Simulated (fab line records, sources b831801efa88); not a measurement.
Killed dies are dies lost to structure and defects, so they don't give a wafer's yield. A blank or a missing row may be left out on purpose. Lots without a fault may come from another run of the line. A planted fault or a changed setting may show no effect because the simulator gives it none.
Which tool did it? | flow sky130 | 13 lots, 39 wafers sampled, at 4 steps of a route of 708

WHAT THE GAUGES READ, wafer by wafer
SKY_FIELD_ISO_CD_MEAS_13: target cd 150 nm.
lot  | measured    | on        | cd_nm (nm)
L216 | day 2 05:57 | cd_sem-01 | 150.4 151.0 151.1
L217 | day 2 10:27 | cd_sem-02 | 151.2 151.0 150.4
L220 | day 3 01:47 | cd_sem-02 | 148.4 149.2 147.0
L221 | day 3 08:14 | cd_sem-01 | 153.1 152.5 154.1
L222 | day 3 12:11 | cd_sem-01 | 149.6 148.3 148.8
L223 | day 3 19:47 | cd_sem-02 | 149.8 148.7 150.0
L224 | day 3 21:30 | cd_sem-02 | 152.9 151.2 151.9
L225 | day 4 03:31 | cd_sem-02 | 150.4 149.4 150.1
L226 | day 4 08:31 | cd_sem-01 | 148.0 148.8 148.3
L233 | day 5 23:37 | cd_sem-01 | 146.0 147.0 147.6
L234 | day 6 03:37 | cd_sem-01 | 149.6 148.4 149.1
L236 | day 6 13:34 | cd_sem-01 | 149.6 148.9 147.9
L237 | day 6 20:04 | cd_sem-01 | 150.4 150.3 151.5

SKY_NWELL_OVL_MEAS_10.
lot  | measured    | on         | NWELL_00_OVL (nm)
L216 | day 4 16:47 | overlay-01 | -2.1 -2.9 -1.1
L217 | day 4 19:44 | overlay-02 | 0.6 1.4 -0.7
L220 | day 5 13:01 | overlay-02 | 1.4 1.6 2.0
L221 | day 5 20:04 | overlay-02 | 0.0 0.0 -2.2
L222 | day 5 21:23 | overlay-02 | -2.8 -1.7 -1.5
L223 | day 6 06:53 | overlay-01 | 144.3 142.6 142.8
L224 | day 6 11:05 | overlay-02 | 143.9 143.6 142.1
L225 | day 6 16:54 | overlay-01 | 141.5 141.1 140.3
L226 | day 6 21:55 | overlay-01 | 141.1 142.9 142.1
L233 | day 8 20:32 | overlay-02 | -1.9 -1.6 -0.8
L234 | day 9 01:08 | overlay-01 | -2.0 -1.6 0.3
L236 | day 9 09:58 | overlay-01 | -1.6 -1.8 -1.1
L237 | day 9 17:28 | overlay-01 | -0.5 -1.4 -0.3

SKY_VT_ADJUST_LVTN_OVL_MEAS_07.
lot  | measured     | on         | VT_ADJUST_LVTN_OVL (nm)
L216 | day 7 00:24  | overlay-01 | -4.0 -2.1 -0.9
L217 | day 7 03:15  | overlay-01 | -0.8 -0.4 1.3
L220 | day 7 23:13  | overlay-01 | 0.2 -0.2 -0.2
L221 | day 8 07:39  | overlay-01 | -2.6 -2.5 -1.6
L222 | day 8 10:10  | overlay-02 | -1.6 -2.2 -3.5
L223 | day 8 20:53  | overlay-01 | -1.7 -0.4 -0.9
L224 | day 9 00:34  | overlay-01 | -1.1 -1.1 -1.7
L225 | day 9 08:08  | overlay-01 | -1.7 -3.1 -1.2
L226 | day 9 12:24  | overlay-02 | -2.4 -0.6 -1.3
L233 | day 11 16:53 | overlay-01 | -2.1 -1.3 -1.3
L234 | day 11 22:33 | overlay-01 | -2.0 -0.8 -2.8
L236 | day 12 07:31 | overlay-02 | 0.3 -0.7 0.4
L237 | day 12 16:21 | overlay-02 | -0.8 -0.2 -1.5

WHICH TOOL RAN EACH LOT (tool, then ch and the chambers of the sampled wafers, then the start)
lot  | SKY_NWELL_EXPOSE_07
L216 | iline_stepper-01 ch 0, day 4 07:56
L217 | iline_stepper-02 ch 0, day 4 11:02
L220 | iline_stepper-02 ch 0, day 5 05:01
L221 | iline_stepper-01 ch 0, day 5 11:48
L222 | iline_stepper-01 ch 0, day 5 13:15
L223 | iline_stepper-02 ch 0, day 5 21:08
L224 | iline_stepper-02 ch 0, day 6 01:50
L225 | iline_stepper-02 ch 0, day 6 07:53
L226 | iline_stepper-02 ch 0, day 6 12:25
L233 | iline_stepper-01 ch 0, day 8 10:25
L234 | iline_stepper-01 ch 0, day 8 14:28
L236 | iline_stepper-01 ch 0, day 8 22:55
L237 | iline_stepper-01 ch 0, day 9 06:42
- SKY_NWELL_EXPOSE_07: exposes mask NWM, target cd 840 nm.

WHAT THE TOOLS THEMSELVES READ (means of the sampled wafers that have a number; where no wafer has one, the mark that the record gives instead)
SKY_NWELL_EXPOSE_07.
lot  | tool             | focus_offset_nm (nm)
L216 | iline_stepper-01 | 0.3
L217 | iline_stepper-02 | -0.1
L220 | iline_stepper-02 | 0.4
L221 | iline_stepper-01 | -0.7
L222 | iline_stepper-01 | 0.0
L223 | iline_stepper-02 | -0.3
L224 | iline_stepper-02 | 0.1
L225 | iline_stepper-02 | 0.1
L226 | iline_stepper-02 | -0.5
L233 | iline_stepper-01 | 0.3
L234 | iline_stepper-01 | -0.6
L236 | iline_stepper-01 | -0.1
L237 | iline_stepper-01 | 0.2

THE ANSWER, worked out from the rows above alone
Rule: what is usual is taken from the lots themselves. Put in order of their means at a reading, lots are off if they are a third of the lots or fewer, leave a main group of 4 or more, and stand apart from it by a gap of 3 or more times the standard deviation of the main group's means; of several such gaps the widest counts. A main group whose means are all the same, to the digits that the tables above print for the reading, isn't used. A lot without any number at a reading at which 4 lots or more have one is off too. The other lots that the step has rows for count as sound. The gauges are gone through in route order, then the tools' own readings, and for those a lot's mean is taken as printed above. The first step at which some lot is off is used, and at that step the reading that is off furthest; a lot without a number counts as furthest.
Off: L223, L224, L225, L226, at SKY_NWELL_OVL_MEAS_10 (NWELL_00_OVL). The main group: mean -0.8 nm, standard deviation 1.1.
A tool fits if, at a process step before that reading, it ran every lot that is off, and no sound lot after the first of them. The gauges at SKY_NWELL_OVL_MEAS_10 are tried like those tools. One fits: iline_stepper-02 at SKY_NWELL_EXPOSE_07. Its last sound lot is L220 (day 5 05:01), its first lot that is off L223 (day 5 21:08): a fault that began between those two fits.

WHAT THE SIMULATOR HAD PUT IN
Scanner matching overlay: iline_stepper-02, from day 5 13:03 on, at SKY_NWELL_EXPOSE_07. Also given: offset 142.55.
Lots struck among those shown: L223, L224, L225, L226. The rule above found the same.
